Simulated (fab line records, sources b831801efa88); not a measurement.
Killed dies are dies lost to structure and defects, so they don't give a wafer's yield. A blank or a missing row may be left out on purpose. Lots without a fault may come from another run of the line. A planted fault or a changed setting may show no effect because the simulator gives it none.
Which tool did it? | flow sky130 | 11 lots, 33 wafers sampled, at 4 steps of a route of 708

WHAT THE GAUGES READ, wafer by wafer
SKY_PWDE_TW_MEAS_10. Usual: PWDE_TW 376, standard deviation 3.4.
lot  | measured    | on            | PWDE_TW     | flag
L496 | day 3 22:31 | film_metro-04 | 375 375 376 |
L498 | day 4 09:13 | film_metro-01 | 380 381 381 |
L499 | day 4 13:35 | film_metro-03 | 374 374 374 |
L500 | day 4 17:49 | film_metro-03 | 373 374 376 |
L509 | day 6 20:17 | film_metro-03 | 374 371 370 |
L511 | day 7 07:41 | film_metro-01 | 378 377 380 |
L514 | day 8 01:21 | film_metro-01 | 380 380 380 |
L515 | day 8 05:19 | film_metro-03 | 374 374 374 |
L516 | day 8 12:02 | film_metro-03 | 374 377 376 |
L517 | day 8 19:14 | film_metro-03 | 372 375 373 |
L519 | day 9 08:09 | film_metro-03 | 375 375 375 |

SKY_VT_ADJUST_LVTN_TW_MEAS_21. Usual: VT_ADJUST_LVTN_2_TW 189.6, standard deviation 1.3.
lot  | measured     | on            | VT_ADJUST_LVTN_2_TW | flag
L496 | day 7 18:49  | film_metro-04 | 188.5 188.4 187.9   |
L498 | day 8 08:03  | film_metro-04 | 190.3 188.7 191.3   |
L499 | day 8 12:38  | film_metro-04 | 190.8 190.0 191.8   |
L500 | day 8 16:29  | film_metro-02 | 190.9 190.9 190.5   |
L509 | day 11 08:26 | film_metro-02 | 213.0 213.4 213.4   | OFF
L511 | day 11 23:25 | film_metro-02 | 213.7 214.8 214.6   | OFF
L514 | day 12 18:28 | film_metro-02 | 189.5 189.1 190.2   |
L515 | day 13 01:43 | film_metro-03 | 187.3 186.9 187.8   |
L516 | day 13 09:41 | film_metro-02 | 192.0 190.6 191.3   |
L517 | day 13 20:07 | film_metro-04 | 188.1 189.4 188.3   |
L519 | day 14 09:02 | film_metro-03 | 188.3 188.3 188.0   |

WHICH TOOL RAN EACH LOT (tool, then ch and the chambers of the sampled wafers, then the start)
lot  | SKY_FIELD_ISO_ETCH_14             | SKY_VT_ADJUST_LVTN_IMPLANT_19
L496 | rie_diel-03 ch 0,1,2, day 2 08:53 | implanter-03 ch 0, day 7 18:34
L498 | rie_diel-03 ch 1,3, day 2 19:07   | implanter-03 ch 0, day 8 07:48
L499 | rie_diel-01 ch 1,3, day 2 20:44   | implanter-01 ch 0, day 8 12:24
L500 | rie_diel-01 ch 0,1,3, day 3 01:28 | implanter-01 ch 0, day 8 16:14
L509 | rie_diel-01 ch 1,2,3, day 5 00:49 | implanter-03 ch 0, day 11 08:11
L511 | rie_diel-01 ch 1,2,3, day 5 12:02 | implanter-03 ch 0, day 11 23:11
L514 | rie_diel-01 ch 2,3, day 6 03:05   | implanter-01 ch 0, day 12 18:14
L515 | rie_diel-03 ch 0,1,2, day 6 07:05 | implanter-01 ch 0, day 13 01:30
L516 | rie_diel-03 ch 0,1,2, day 6 13:41 | implanter-02 ch 0, day 13 09:27
L517 | rie_diel-01 ch 0,1,2, day 6 18:50 | implanter-01 ch 0, day 13 19:53
L519 | rie_diel-01 ch 0,1,2, day 7 07:05 | implanter-02 ch 0, day 14 08:47
- SKY_FIELD_ISO_ETCH_14: etches BARC in N2/H2, stops on SiO2, time 45.9 s, target depth 60 nm.
- SKY_VT_ADJUST_LVTN_IMPLANT_19

WHAT THE TOOLS THEMSELVES READ (means of the sampled wafers that have a number; where no wafer has one, the mark that the record gives instead)
SKY_FIELD_ISO_ETCH_14. Usual: drypump_motor_current_A 5.9 A, standard deviation 0.46; n2_flow_sccm 100.02 sccm, standard deviation 0.29; oes_product_au 0.852 a.u., standard deviation 0.0048; throttle_valve_pct 13.225 %, standard deviation 0.0092.
lot  | tool        | drypump_motor_current_A (A) | n2_flow_sccm (sccm) | oes_product_au (a.u.) | throttle_valve_pct (%) | flag
L496 | rie_diel-03 | 5.9                         | 100.18              | 0.853                 | 13.223                 |
L498 | rie_diel-03 | 5.5                         | 100.33              | 0.855                 | 13.220                 |
L499 | rie_diel-01 | 5.6                         | 99.99               | 0.847                 | 13.221                 |
L500 | rie_diel-01 | 5.7                         | 100.02              | 0.850                 | 13.229                 |
L509 | rie_diel-01 | 5.8                         | 99.94               | 0.852                 | 13.227                 |
L511 | rie_diel-01 | 5.8                         | 99.94               | 0.847                 | 13.221                 |
L514 | rie_diel-01 | 6.0                         | 99.94               | 0.856                 | 13.226                 |
L515 | rie_diel-03 | 5.9                         | 99.97               | 0.857                 | 13.224                 |
L516 | rie_diel-03 | 5.9                         | 100.15              | 0.851                 | 13.225                 |
L517 | rie_diel-01 | 5.7                         | 100.01              | 0.849                 | 13.228                 |
L519 | rie_diel-01 | 5.7                         | 100.04              | 0.850                 | 13.230                 |

SKY_VT_ADJUST_LVTN_IMPLANT_19. Usual: beam_energy_keV 30.002, standard deviation 0.0094; dose_ions_cm2 6.501e+11, standard deviation 7.5e+08; faraday_current_uA 3.67, standard deviation 0.079.
lot  | tool         | beam_energy_keV | dose_ions_cm2 | faraday_current_uA | flag
L496 | implanter-03 | 30.011          | 6.495e+11     | 3.67               |
L498 | implanter-03 | 29.990          | 6.495e+11     | 3.67               |
L499 | implanter-01 | 30.015          | 6.499e+11     | 3.62               |
L500 | implanter-01 | 30.003          | 6.505e+11     | 3.70               |
L509 | implanter-03 | 30.012          | 9.815e+11     | 5.53               | OFF
L511 | implanter-03 | 30.000          | 9.821e+11     | 5.53               | OFF
L514 | implanter-01 | 30.004          | 6.499e+11     | 3.64               |
L515 | implanter-01 | 29.997          | 6.503e+11     | 3.67               |
L516 | implanter-02 | 29.995          | 6.507e+11     | 3.64               |
L517 | implanter-01 | 30.003          | 6.500e+11     | 3.74               |
L519 | implanter-02 | 30.001          | 6.499e+11     | 3.74               |

THE ANSWER, worked out from the rows above alone
Rule: a lot is off if the mean of its wafers that have a number lies more than 3 standard deviations from the usual mean. A lot without any number at a reading at which 4 lots or more have one is off too. The other lots that the step has rows for count as sound. The gauges are gone through in route order, then the tools' own readings, and for those a lot's mean is taken as printed above. The first step at which some lot is off is used, and at that step the reading that is off furthest; a lot without a number counts as furthest.
Off: L509, L511, at SKY_VT_ADJUST_LVTN_TW_MEAS_21 (VT_ADJUST_LVTN_2_TW).
A tool fits if, at a process step before that reading, it ran every lot that is off, and no sound lot after the first of them. The gauges at SKY_VT_ADJUST_LVTN_TW_MEAS_21 aren't tried: what is off there is off at SKY_VT_ADJUST_LVTN_IMPLANT_19 too, on other tools, and a gauge's error can't cause that. One fits: implanter-03 at SKY_VT_ADJUST_LVTN_IMPLANT_19. Its last sound lot is L498 (day 8 07:48), its first lot that is off L509 (day 11 08:11): a fault that began between those two fits.
The tool's own readings at SKY_VT_ADJUST_LVTN_IMPLANT_19 bear it out: on the lots that are off they differ by more than 5 times the standard deviation of the sound lots' means. dose_ions_cm2 reads 9.818e+11 there against 6.500e+11 on the sound lots; faraday_current_uA reads 5.53 there against 3.68 on the sound lots.

WHAT THE SIMULATOR HAD PUT IN
Process parameter drift: implanter-03, from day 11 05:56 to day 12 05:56, at SKY_VT_ADJUST_LVTN_IMPLANT_19. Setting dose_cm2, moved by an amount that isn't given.
Lots struck among those shown: L509, L511. The rule above found the same.
